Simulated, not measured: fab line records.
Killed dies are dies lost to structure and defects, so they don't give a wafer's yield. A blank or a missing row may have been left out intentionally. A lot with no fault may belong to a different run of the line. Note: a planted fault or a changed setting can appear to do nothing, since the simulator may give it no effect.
fab line records / flow sky130
record lots=4 wafers=12 last-day=50
route steps=708 shown LDD_LDN@292 SPACER@304 POLY_CUT@307 SD_P@320 RES_XHIGH@332 SALICIDE@361 PAD_OPEN@708
lots untouched by any fault: they come from a run of this same line in which no faults occurred
start-h: hours from the record's opening day to when the first of the lot's shown wafers began / wait-h: time in hours since the lot's previous step / " the same as in the row above / L1.1+2: several wafers, shown together as one row / - value missing, or start not given / * or withheld: withheld / < > ~ a bound
route shown NAME@n: a module of which the file shows steps, and the number in the route of the first / usual: the fault-free wafers' mean and standard deviation / same: alike in all rows / chamber/n: place in a boat / sites: the reading at each site / _std_site: standard deviation of those values / _edge_site: the outer-site mean with the inner-site mean subtracted / radius-mm: how far each site lies from the wafer's centre / mask NAME#n: copy n / behind: the tool/chamber that last shaped the wafer / hold: why the lot went on hold/how many hours it stayed there/how the hold came to an end / device: the transistor (n, p or np) that didn't switch / end of line: the same wafers' tests at the end of the route / step lacking rows: just its recipe / killed: dies lost to structure and defects at the first sort, not the wafer's yield / map: per-die view of a wafer (x killed, . not killed, _ where there is no die)
set.NAME: setting as actually run; set.NAME@STEP: the setting as run at that earlier step / model.NAME: the simulator's own value behind a step, which no gauge read
certain route steps with their lots: each step a table, each wafer a row
services: from which hour (start-h, from the record's first day; less than 0 if before it) a tool's chamber was out of use, for how many hours, and why
## steps
# step SKY_LDD_LDN_SOFTBAKE_03
# recipe temp-c=90 time-s=60 resist=NOVOLAK
# step SKY_LDD_LDN_EXPOSE_04
# recipe mask-id=LDNTM na=0.6 source-shape=conventional sigma-outer=0.6 polarization=unpolarized target-cd-nm=700 dose-mj=140
# step SKY_LDD_LDN_PEB_05
# recipe temp-c=withheld time-s=* resist=NOVOLAK
# step SKY_LDD_LDN_DEVELOP_06
# recipe resist=NOVOLAK developer=TMAH develop-time-s=60 dev-temp-c=23
# step SKY_LDD_LDN_IMPLANT_08
# recipe species=As energy-kev=15 dose-cm2=1.25e+13 tilt-deg=withheld rotation-deg=23
# step SKY_LDD_LDN_IMPLANT_09
# recipe species=As energy-kev=15 dose-cm2=1.25e+13 tilt-deg=withheld rotation-deg=113
# step SKY_LDD_LDN_IMPLANT_10
# recipe species=As energy-kev=15 dose-cm2=1.25e+13 tilt-deg=withheld rotation-deg=203
# step SKY_LDD_LDN_IMPLANT_11
# recipe species=As energy-kev=15 dose-cm2=1.25e+13 tilt-deg=withheld rotation-deg=293
# step SKY_LDD_LDN_STRIP_12
# recipe chemistry=O2/N2 power-w=1400 pressure-mtorr=1500 platen-temp-c=withheld o2-flow-sccm=3000 n2-flow-sccm=300 overash-fraction=0.5
# step SKY_LDD_LDN_CLEAN_14
# recipe chemistry=SC1/SC2 mix=1:4:20 temp-c=70 time-s=150 dry=n2-spin
# step SKY_SPACER_CVD_00
# recipe material=Si3N4 precursor=DCS/NH3 target-thk-nm=43.1 temp-c=770 time-s=740 pressure-mtorr=250
# usual pressure-mtorr=250.0/0.44 spike-tc-top-C=778.3/2.7 zone-power-upper-pct=12.9/0.43
lot.wafer=L552.1 tool=lpcvd-02 chamber=0 start-h=612.67 wait-h=0.0 pressure-mtorr=249.8 spike-tc-top-C=779.5 zone-power-upper-pct=13.2 model.Si3N4_of_SPACER_CVD_00.thk-nm=42.61
lot.wafer=L552.5 tool=lpcvd-02 chamber=0 start-h=612.67 wait-h=0.0 pressure-mtorr=249.4 spike-tc-top-C=781.3 zone-power-upper-pct=13.3 model.Si3N4_of_SPACER_CVD_00.thk-nm=42.49
lot.wafer=L552.6 tool=lpcvd-02 chamber=0 start-h=612.67 wait-h=0.0 pressure-mtorr=249.7 spike-tc-top-C=779.5 zone-power-upper-pct=13.1 model.Si3N4_of_SPACER_CVD_00.thk-nm=42.51
lot.wafer=L553.2 tool=lpcvd-02 chamber=1 start-h=618.25 wait-h=0.0 pressure-mtorr=249.6 spike-tc-top-C=775.8 zone-power-upper-pct=12.3 model.Si3N4_of_SPACER_CVD_00.thk-nm=46.46
lot.wafer=L553.3 tool=lpcvd-02 chamber=1 start-h=618.25 wait-h=0.0 pressure-mtorr=249.3 spike-tc-top-C=774.4 zone-power-upper-pct=12.3 model.Si3N4_of_SPACER_CVD_00.thk-nm=46.77
lot.wafer=L553.4 tool=lpcvd-02 chamber=1 start-h=618.25 wait-h=0.0 pressure-mtorr=249.8 spike-tc-top-C=775.2 zone-power-upper-pct=12.6 model.Si3N4_of_SPACER_CVD_00.thk-nm=46.4
lot.wafer=L554.4 tool=lpcvd-02 chamber=0 start-h=626.70 wait-h=0.0 pressure-mtorr=249.8 spike-tc-top-C=780.4 zone-power-upper-pct=13.0 model.Si3N4_of_SPACER_CVD_00.thk-nm=45.72
lot.wafer=L554.5 tool=lpcvd-02 chamber=0 start-h=626.70 wait-h=0.0 pressure-mtorr=250.1 spike-tc-top-C=778.7 zone-power-upper-pct=13.3 model.Si3N4_of_SPACER_CVD_00.thk-nm=46.09
lot.wafer=L554.6 tool=lpcvd-02 chamber=0 start-h=626.70 wait-h=0.0 pressure-mtorr=249.5 spike-tc-top-C=779.8 zone-power-upper-pct=13.2 model.Si3N4_of_SPACER_CVD_00.thk-nm=46.04
lot.wafer=L565.1 tool=lpcvd-02 chamber=0 start-h=714.35 wait-h=0.0 pressure-mtorr=251.2 spike-tc-top-C=780.6 zone-power-upper-pct=13.3 model.Si3N4_of_SPACER_CVD_00.thk-nm=43.89
lot.wafer=L565.3 tool=lpcvd-02 chamber=0 start-h=714.35 wait-h=0.0 pressure-mtorr=250.9 spike-tc-top-C=781.4 zone-power-upper-pct=13.0 model.Si3N4_of_SPACER_CVD_00.thk-nm=43.59
lot.wafer=L565.5 tool=lpcvd-02 chamber=0 start-h=714.35 wait-h=0.0 pressure-mtorr=250.0 spike-tc-top-C=779.1 zone-power-upper-pct=13.1 model.Si3N4_of_SPACER_CVD_00.thk-nm=43.88
# step SKY_SPACER_THK_MEAS_01
# recipe reads=Si3N4_of_SPACER_CVD_00
# usual SPACER_CVD_00_THK=43.0/0.4
lot.wafer=L552.1 tool=film-metro-01 chamber=- start-h=613.88 wait-h=0.0 SPACER_CVD_00_THK[nm]=42.6
lot.wafer=L552.5 tool=film-metro-01 chamber=- start-h=613.88 wait-h=0.0 SPACER_CVD_00_THK[nm]=42.5
lot.wafer=L552.6 tool=film-metro-01 chamber=- start-h=613.88 wait-h=0.0 SPACER_CVD_00_THK[nm]=42.5
lot.wafer=L553.2 tool=film-metro-03 chamber=- start-h=619.47 wait-h=0.0 SPACER_CVD_00_THK[nm]=46.5
lot.wafer=L553.3 tool=film-metro-03 chamber=- start-h=619.47 wait-h=0.0 SPACER_CVD_00_THK[nm]=46.8
lot.wafer=L553.4 tool=film-metro-03 chamber=- start-h=619.47 wait-h=0.0 SPACER_CVD_00_THK[nm]=46.4
lot.wafer=L554.4 tool=film-metro-01 chamber=- start-h=627.94 wait-h=0.0 SPACER_CVD_00_THK[nm]=45.7
lot.wafer=L554.5 tool=film-metro-01 chamber=- start-h=627.94 wait-h=0.0 SPACER_CVD_00_THK[nm]=46.1
lot.wafer=L554.6 tool=film-metro-01 chamber=- start-h=627.94 wait-h=0.0 SPACER_CVD_00_THK[nm]=46.1
lot.wafer=L565.1 tool=film-metro-02 chamber=- start-h=715.56 wait-h=0.0 SPACER_CVD_00_THK[nm]=43.9
lot.wafer=L565.3 tool=film-metro-02 chamber=- start-h=715.56 wait-h=0.0 SPACER_CVD_00_THK[nm]=43.5
lot.wafer=L565.5 tool=film-metro-02 chamber=- start-h=715.56 wait-h=0.0 SPACER_CVD_00_THK[nm]=43.9
# step SKY_SPACER_ETCHBACK_02
# recipe chemistry=CH3F/O2 target=Si3N4 stop-on=SiO2 source-w=400 bias-w=80 pressure-mtorr=25 ch3f-flow-sccm=40 O2_flow_sccm=30 time-s=46.7 target-depth-a=450
# usual bias-w=79.99/0.23 drypump-motor-current-A=5.7/0.38 oes-product-au=0.853/0.006 throttle-valve-pct=10.561/0.0092
# same time-s=46.7
lot.wafer=L552.1 tool=rie-diel-02 chamber=2 start-h=613.94 wait-h=0.1 bias-w=80.30 drypump-motor-current-A=5.8 oes-product-au=0.856 rf-hours-counter-h=40 throttle-valve-pct=10.552 model.etch.depth-nm=42.61
lot.wafer=L552.5 tool=rie-diel-02 chamber=1 start-h=613.94 wait-h=0.1 bias-w=79.94 drypump-motor-current-A=4.9 oes-product-au=0.847 rf-hours-counter-h=- throttle-valve-pct=10.560 model.etch.depth-nm=42.49
lot.wafer=L552.6 tool=rie-diel-02 chamber=3 start-h=613.94 wait-h=0.1 bias-w=80.25 drypump-motor-current-A=5.8 oes-product-au=0.849 rf-hours-counter-h=- throttle-valve-pct=10.569 model.etch.depth-nm=42.51
lot.wafer=L553.2 tool=rie-diel-03 chamber=3 start-h=619.52 wait-h=0.0 bias-w=80.04 drypump-motor-current-A=6.2 oes-product-au=0.890 rf-hours-counter-h=24 throttle-valve-pct=10.575 model.etch.depth-nm=46.46
lot.wafer=L553.3 tool=rie-diel-03 chamber=1 start-h=619.52 wait-h=0.0 bias-w=79.73 drypump-motor-current-A=5.4 oes-product-au=0.894 rf-hours-counter-h=10 throttle-valve-pct=10.575 model.etch.depth-nm=46.77
lot.wafer=L553.4 tool=rie-diel-03 chamber=2 start-h=619.52 wait-h=0.0 bias-w=79.86 drypump-motor-current-A=5.2 oes-product-au=0.891 rf-hours-counter-h=6 throttle-valve-pct=10.559 model.etch.depth-nm=46.4
lot.wafer=L554.4 tool=rie-diel-01 chamber=0 start-h=627.97 wait-h=0.0 bias-w=80.16 drypump-motor-current-A=5.3 oes-product-au=0.876 rf-hours-counter-h=62 throttle-valve-pct=10.562 model.etch.depth-nm=45.72
lot.wafer=L554.5 tool=rie-diel-01 chamber=1 start-h=627.97 wait-h=0.0 bias-w=80.05 drypump-motor-current-A=5.6 oes-product-au=0.889 rf-hours-counter-h=- throttle-valve-pct=10.559 model.etch.depth-nm=46.09
lot.wafer=L554.6 tool=rie-diel-01 chamber=0 start-h=627.97 wait-h=0.0 bias-w=79.92 drypump-motor-current-A=5.3 oes-product-au=0.901 rf-hours-counter-h=- throttle-valve-pct=10.559 model.etch.depth-nm=46.04
lot.wafer=L565.1 tool=rie-diel-03 chamber=3 start-h=715.62 wait-h=0.1 bias-w=80.00 drypump-motor-current-A=6.2 oes-product-au=0.863 rf-hours-counter-h=26 throttle-valve-pct=10.568 model.etch.depth-nm=43.89
lot.wafer=L565.3 tool=rie-diel-03 chamber=0 start-h=715.62 wait-h=0.1 bias-w=80.09 drypump-motor-current-A=6.0 oes-product-au=0.863 rf-hours-counter-h=44 throttle-valve-pct=10.559 model.etch.depth-nm=43.59
lot.wafer=L565.5 tool=rie-diel-03 chamber=0 start-h=715.62 wait-h=0.1 bias-w=79.91 drypump-motor-current-A=6.0 oes-product-au=0.859 rf-hours-counter-h=- throttle-valve-pct=10.579 model.etch.depth-nm=43.88
# step SKY_POLY_CUT_DEHYDRATE_00
# recipe temp-c=200 time-s=60
# step SKY_POLY_CUT_HMDS_01
# recipe prime-time-s=60 prime-temp-c=120
# step SKY_POLY_CUT_COAT_02
# recipe resist=BARC temp-c=withheld time-s=withheld spin-rpm=3000 resist-thk-nm=60
# step SKY_POLY_CUT_COAT_03
# recipe resist=KrF-thick spin-rpm=3000 resist-thk-nm=450
# step SKY_POLY_CUT_SOFTBAKE_04
# recipe temp-c=100 time-s=90 resist=KrF-thick
# step SKY_POLY_CUT_EXPOSE_05
# recipe mask-id=NPCM na=0.8 source-shape=annular sigma-inner=0.55 sigma-outer=0.85 target-cd-nm=270 dose-mj=32
# step SKY_POLY_CUT_PEB_06
# recipe peb-temp-c=withheld peb-time-s=withheld resist=KrF-thick
# step SKY_POLY_CUT_DEVELOP_07
# recipe develop-time-s=60 resist=KrF-thick dev-temp-c=21
# step SKY_POLY_CUT_ETCH_10
# recipe chemistry=N2/H2 target=BARC ion-energy-ev=200 source-w=500 bias-w=100 pressure-mtorr=30 n2-flow-sccm=100 h2-flow-sccm=200 stop-on=SiO2 time-s=45.9 target-depth-a=600
# step SKY_POLY_CUT_ETCH_11
# recipe target=Si3N4 chemistry=CF4/CH2F2/Ar stop-on=poly-Si source-w=600 bias-w=150 pressure-mtorr=40 cf4-flow-sccm=40 ch2f2-flow-sccm=20 Ar_flow_sccm=150 time-s=42.5 target-depth-a=600
# step SKY_POLY_CUT_STRIP_12
# recipe chemistry=O2/N2 power-w=1400 pressure-mtorr=1500 platen-temp-c=withheld o2-flow-sccm=3000 n2-flow-sccm=300 overash-fraction=0.5
# step SKY_SD_P_DEHYDRATE_00
# recipe temp-c=199.2 time-s=60
# step SKY_SD_P_HMDS_01
# recipe prime-time-s=60 prime-temp-c=120
# step SKY_SD_P_COAT_02
# recipe resist=NOVOLAK spin-rpm=3000 resist-thk-nm=1140
# step SKY_SD_P_SOFTBAKE_03
# recipe temp-c=90 time-s=60 resist=NOVOLAK
# step SKY_SD_P_EXPOSE_04
# recipe mask-id=PSDM na=0.6 source-shape=conventional sigma-outer=0.6 polarization=unpolarized target-cd-nm=380 dose-mj=138
# step SKY_SD_P_PEB_05
# recipe temp-c=withheld time-s=* resist=NOVOLAK
# step SKY_SD_P_DEVELOP_06
# recipe resist=NOVOLAK developer=TMAH develop-time-s=60 dev-temp-c=23
# step SKY_SD_P_IMPLANT_09
# recipe species=BF2 energy-kev=20 dose-cm2=3e+15 tilt-deg=0
# step SKY_SD_P_STRIP_10
# recipe chemistry=O2/N2 power-w=1400 pressure-mtorr=1500 platen-temp-c=withheld o2-flow-sccm=3000 n2-flow-sccm=300 overash-fraction=0.5
# step SKY_RES_XHIGH_DEHYDRATE_00
# recipe temp-c=200 time-s=60
# step SKY_RES_XHIGH_HMDS_01
# recipe prime-time-s=60 prime-temp-c=120
# step SKY_SALICIDE_CLEAN_00
# recipe chemistry=HF-last time-s=30 dilution=100:1 dry=ipa-marangoni
# same time-s=30
lot.wafer=L552.1 tool=wet-bench-03 chamber=3 start-h=729.67 wait-h=0.1 model.Si3N4_of_SPACER_CVD_00.thk-nm=41.62
lot.wafer=L552.5 tool=wet-bench-03 chamber=3 start-h=729.67 wait-h=0.1 model.Si3N4_of_SPACER_CVD_00.thk-nm=41.5
lot.wafer=L552.6 tool=wet-bench-03 chamber=3 start-h=729.67 wait-h=0.1 model.Si3N4_of_SPACER_CVD_00.thk-nm=41.52
lot.wafer=L553.2 tool=wet-bench-01 chamber=2 start-h=733.01 wait-h=0.1 model.Si3N4_of_SPACER_CVD_00.thk-nm=45.5
lot.wafer=L553.3 tool=wet-bench-01 chamber=2 start-h=733.01 wait-h=0.1 model.Si3N4_of_SPACER_CVD_00.thk-nm=45.81
lot.wafer=L553.4 tool=wet-bench-01 chamber=2 start-h=733.01 wait-h=0.1 model.Si3N4_of_SPACER_CVD_00.thk-nm=45.43
lot.wafer=L554.4 tool=wet-bench-01 chamber=2 start-h=742.18 wait-h=0.0 model.Si3N4_of_SPACER_CVD_00.thk-nm=44.75
lot.wafer=L554.5 tool=wet-bench-01 chamber=2 start-h=742.18 wait-h=0.0 model.Si3N4_of_SPACER_CVD_00.thk-nm=45.12
lot.wafer=L554.6 tool=wet-bench-01 chamber=2 start-h=742.18 wait-h=0.0 model.Si3N4_of_SPACER_CVD_00.thk-nm=45.06
lot.wafer=L565.1 tool=wet-bench-02 chamber=3 start-h=823.82 wait-h=0.1 model.Si3N4_of_SPACER_CVD_00.thk-nm=42.9
lot.wafer=L565.3 tool=wet-bench-02 chamber=3 start-h=823.82 wait-h=0.1 model.Si3N4_of_SPACER_CVD_00.thk-nm=42.6
lot.wafer=L565.5 tool=wet-bench-02 chamber=3 start-h=823.82 wait-h=0.1 model.Si3N4_of_SPACER_CVD_00.thk-nm=42.89
# step SKY_PAD_OPEN_PROBE_99
# usual killed_at_M0_to_M3=44/6.8 killed_at_M4_up=2.9/1.7 killed-at-contacts=24/5.2 killed-at-front-end=15/4 killed-dies=86/9.9 killed-open=47/7.9 killed-short=39/6.3
# same gross-dies=492 killed-at-back-side=0 killed-at-other=0
lot.wafer=L552.1 tool=prober-02 chamber=- start-h=1138.79 wait-h=0.1 killed_at_M0_to_M3=46 killed_at_M4_up=4 killed-at-contacts=28 killed-at-front-end=17 killed-dies=95 killed-open=52 killed-short=43 model.etest.pfet_01v8.r-on-ohm-um=2978
lot.wafer=L552.5 tool=prober-02 chamber=- start-h=1138.99 wait-h=0.2 killed_at_M0_to_M3=45 killed_at_M4_up=4 killed-at-contacts=33 killed-at-front-end=18 killed-dies=100 killed-open=46 killed-short=53 model.etest.pfet_01v8.r-on-ohm-um=2973
lot.wafer=L552.6 tool=prober-02 chamber=- start-h=1139.04 wait-h=0.2 killed_at_M0_to_M3=44 killed_at_M4_up=0 killed-at-contacts=21 killed-at-front-end=19 killed-dies=84 killed-open=44 killed-short=40 model.etest.pfet_01v8.r-on-ohm-um=2997
lot.wafer=L553.2 tool=prober-01 chamber=- start-h=1140.74 wait-h=0.1 killed_at_M0_to_M3=47 killed_at_M4_up=5 killed-at-contacts=23 killed-at-front-end=8 killed-dies=83 killed-open=32 killed-short=51 model.etest.pfet_01v8.r-on-ohm-um=2932
lot.wafer=L553.3 tool=prober-01 chamber=- start-h=1140.79 wait-h=0.2 killed_at_M0_to_M3=44 killed_at_M4_up=2 killed-at-contacts=31 killed-at-front-end=11 killed-dies=88 killed-open=46 killed-short=42 model.etest.pfet_01v8.r-on-ohm-um=3082
lot.wafer=L553.4 tool=prober-01 chamber=- start-h=1140.84 wait-h=0.2 killed_at_M0_to_M3=53 killed_at_M4_up=5 killed-at-contacts=29 killed-at-front-end=17 killed-dies=104 killed-open=65 killed-short=39 model.etest.pfet_01v8.r-on-ohm-um=2933
lot.wafer=L554.4 tool=prober-02 chamber=- start-h=1143.99 wait-h=0.2 killed_at_M0_to_M3=55 killed_at_M4_up=3 killed-at-contacts=33 killed-at-front-end=15 killed-dies=106 killed-open=58 killed-short=47 model.etest.pfet_01v8.r-on-ohm-um=2912
lot.wafer=L554.5 tool=prober-02 chamber=- start-h=1144.04 wait-h=0.2 killed_at_M0_to_M3=45 killed_at_M4_up=4 killed-at-contacts=35 killed-at-front-end=18 killed-dies=102 killed-open=57 killed-short=45 model.etest.pfet_01v8.r-on-ohm-um=2958
lot.wafer=L554.6 tool=prober-02 chamber=- start-h=1144.09 wait-h=0.2 killed_at_M0_to_M3=43 killed_at_M4_up=4 killed-at-contacts=29 killed-at-front-end=11 killed-dies=87 killed-open=54 killed-short=32 model.etest.pfet_01v8.r-on-ohm-um=3027
lot.wafer=L565.1 tool=prober-01 chamber=- start-h=1198.24 wait-h=0.1 killed_at_M0_to_M3=55 killed_at_M4_up=4 killed-at-contacts=27 killed-at-front-end=10 killed-dies=96 killed-open=59 killed-short=37 model.etest.pfet_01v8.r-on-ohm-um=2820
lot.wafer=L565.3 tool=prober-01 chamber=- start-h=1198.34 wait-h=0.2 killed_at_M0_to_M3=37 killed_at_M4_up=3 killed-at-contacts=24 killed-at-front-end=17 killed-dies=81 killed-open=47 killed-short=34 model.etest.pfet_01v8.r-on-ohm-um=2803
lot.wafer=L565.5 tool=prober-01 chamber=- start-h=1198.44 wait-h=0.2 killed_at_M0_to_M3=50 killed_at_M4_up=4 killed-at-contacts=22 killed-at-front-end=15 killed-dies=91 killed-open=57 killed-short=34 model.etest.pfet_01v8.r-on-ohm-um=2778
# killed by level:class
L552.1 VIA1:geometric-particle:open=13 VIA3:geometric-particle:open=11 CONTACT:geometric-particle:open=10 VIA1:geometric-particle:short=10 LOCAL_INTERCONNECT:geometric-particle:short=8 FIELD_ISO:geometric-particle:open=5 FIELD_ISO:geometric-particle:short=4 LI_CONTACT:geometric-particle:open=4
L552.5 VIA1:geometric-particle:open=16 LOCAL_INTERCONNECT:geometric-particle:short=9 LI_CONTACT:geometric-particle:short=8 LI_CONTACT:geometric-particle:open=7 VIA2:geometric-particle:open=7 VIA1:geometric-particle:short=6 CONTACT:geometric-particle:open=5 METAL1:geometric-particle:short=5
L552.6 CONTACT:geometric-particle:open=9 VIA1:geometric-particle:open=9 METAL1:geometric-particle:short=7 POLY_GATE:geometric-particle:open=5 POLY_GATE:geometric-particle:short=5 LOCAL_INTERCONNECT:geometric-particle:short=5 LI_CONTACT:geometric-particle:open=5 METAL2:geometric-particle:short=5
L553.2 CONTACT:geometric-particle:short=11 METAL2:geometric-particle:short=10 VIA1:geometric-particle:open=6 VIA3:geometric-particle:open=6 LI_CONTACT:geometric-particle:open=5 VIA2:geometric-particle:open=5 METAL3:geometric-particle:short=5 METAL4:geometric-particle:short=5
L553.3 CONTACT:geometric-particle:open=13 VIA1:geometric-particle:open=12 CONTACT:geometric-particle:short=8 VIA3:geometric-particle:open=6 METAL2:geometric-particle:short=6 LI_CONTACT:geometric-particle:open=5 FIELD_ISO:geometric-particle:open=4 LOCAL_INTERCONNECT:geometric-particle:short=4
L553.4 CONTACT:geometric-particle:open=13 VIA3:geometric-particle:open=12 VIA1:geometric-particle:open=10 LI_CONTACT:geometric-particle:open=8 VIA2:geometric-particle:open=8 METAL2:geometric-particle:short=6 FIELD_ISO:geometric-particle:short=4 FIELD_ISO:geometric-particle:open=4
L554.4 CONTACT:geometric-particle:open=13 METAL1:geometric-particle:short=10 VIA2:geometric-particle:open=9 VIA3:geometric-particle:open=9 VIA1:geometric-particle:open=8 LI_CONTACT:geometric-particle:open=6 LOCAL_INTERCONNECT:geometric-particle:short=6 METAL2:geometric-particle:short=5
L554.5 CONTACT:geometric-particle:open=14 VIA3:geometric-particle:open=9 VIA2:geometric-particle:open=8 LOCAL_INTERCONNECT:geometric-particle:short=7 METAL2:geometric-particle:short=7 LI_CONTACT:geometric-particle:open=6 METAL1:geometric-particle:short=6 POLY_GATE:geometric-particle:short=5
L554.6 LI_CONTACT:geometric-particle:open=11 CONTACT:geometric-particle:open=9 VIA1:geometric-particle:open=9 VIA3:geometric-particle:open=8 VIA2:geometric-particle:open=7 POLY_GATE:geometric-particle:open=4 METAL1:geometric-particle:short=4 VIA1:geometric-particle:short=4
L565.1 VIA1:geometric-particle:open=15 VIA3:geometric-particle:open=10 LI_CONTACT:geometric-particle:open=9 VIA2:geometric-particle:open=8 CONTACT:geometric-particle:open=6 CONTACT:geometric-particle:short=6 METAL1:geometric-particle:short=6 FIELD_ISO:geometric-particle:open=5
L565.3 VIA2:geometric-particle:open=10 LI_CONTACT:geometric-particle:open=8 POLY_GATE:geometric-particle:open=6 VIA1:geometric-particle:open=6 FIELD_ISO:geometric-particle:short=5 CONTACT:geometric-particle:open=5 CONTACT:geometric-particle:short=5 VIA3:geometric-particle:open=5
L565.5 VIA1:geometric-particle:open=14 CONTACT:geometric-particle:open=10 POLY_GATE:geometric-particle:open=8 VIA3:geometric-particle:open=7 LI_CONTACT:geometric-particle:open=6 VIA1:geometric-particle:short=6 VIA2:geometric-particle:open=6 METAL2:geometric-particle:short=4
## services
tool=rie-diel-01 chamber=1 start-h=597.39 hours=29.0 kind=repair
tool=rie-diel-01 chamber=0 start-h=597.95 hours=1.8 kind=repair
tool=rie-diel-01 chamber=2 start-h=604.12 hours=3.0 kind=repair
tool=wet-bench-01 chamber=- start-h=604.57 hours=6.1 kind=repair
tool=wet-bench-02 chamber=- start-h=616.55 hours=2.1 kind=repair
tool=rie-diel-01 chamber=2 start-h=641.40 hours=8.6 kind=repair
tool=rie-diel-01 chamber=0 start-h=668.10 hours=- kind=clean
tool=rie-diel-01 chamber=0 start-h=668.10 hours=15.0 kind=scheduled-down
tool=rie-diel-01 chamber=0 start-h=668.10 hours=15.0 kind=vent-cycle
tool=rie-diel-01 chamber=1 start-h=683.13 hours=- kind=clean
tool=rie-diel-01 chamber=1 start-h=683.13 hours=32.2 kind=scheduled-down
tool=rie-diel-01 chamber=1 start-h=683.13 hours=32.2 kind=vent-cycle
tool=rie-diel-02 chamber=0 start-h=684.00 hours=- kind=clean
tool=rie-diel-02 chamber=0 start-h=684.00 hours=35.9 kind=scheduled-down
tool=rie-diel-03 chamber=1 start-h=707.61 hours=32.4 kind=repair
tool=rie-diel-03 chamber=- start-h=727.40 hours=0.9 kind=repair
tool=rie-diel-03 chamber=0 start-h=739.96 hours=- kind=clean
tool=rie-diel-03 chamber=0 start-h=739.96 hours=22.9 kind=scheduled-down
tool=rie-diel-03 chamber=0 start-h=739.96 hours=22.9 kind=vent-cycle
tool=wet-bench-01 chamber=- start-h=757.05 hours=2.0 kind=repair
tool=rie-diel-03 chamber=0 start-h=765.71 hours=7.6 kind=repair
tool=rie-diel-02 chamber=1 start-h=781.27 hours=7.2 kind=repair
tool=lpcvd-02 chamber=- start-h=803.00 hours=6.1 kind=pm
tool=rie-diel-01 chamber=- start-h=808.10 hours=1.2 kind=repair
## key
first-sign step=SKY_SPACER_THK_MEAS_01 reading=SPACER_CVD_00_THK direction=up sigmas=8.2 usual=43.0 struck=46.2
effect step=SKY_SPACER_ETCHBACK_02 reading=oes-product-au direction=up sigmas=6.2 usual=0.853 struck=0.890
model-effect step=SKY_SPACER_CVD_00 value=Si3N4_of_SPACER_CVD_00.thk-nm without=43.09 struck=46.25
model-effect step=SKY_SPACER_ETCHBACK_02 value=etch.depth-nm without=43.09 struck=46.25
model-effect step=SKY_SALICIDE_CLEAN_00 value=Si3N4_of_SPACER_CVD_00.thk-nm without=42.13 struck=45.28
model-effect step=SKY_PAD_OPEN_PROBE_99 value=etest.pfet_01v8.r-on-ohm-um without=2877 struck=2974
met-at SKY_SPACER_CVD_00
struck-wafers L553.2,L553.3,L553.4,L554.4,L554.5,L554.6
tester-left-out L553,L554
onset-between 612.67 618.25
fault kind=process-parameter-drift tool=lpcvd-02 chamber=- onset-h=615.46 steps=SKY_SPACER_CVD_00 channel=target-thk-nm offset=3.1546 shape=step end-h=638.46 acts-in=these-recipes-only stated=43.1
# tester-left-out: of these lots the tester's yield and bins aren't shown, on N5 and GAA mostly nor the transistor test; their killed dies are dies lost to structure and defects alone, not to doping, threshold or leakage, so they don't give the yield
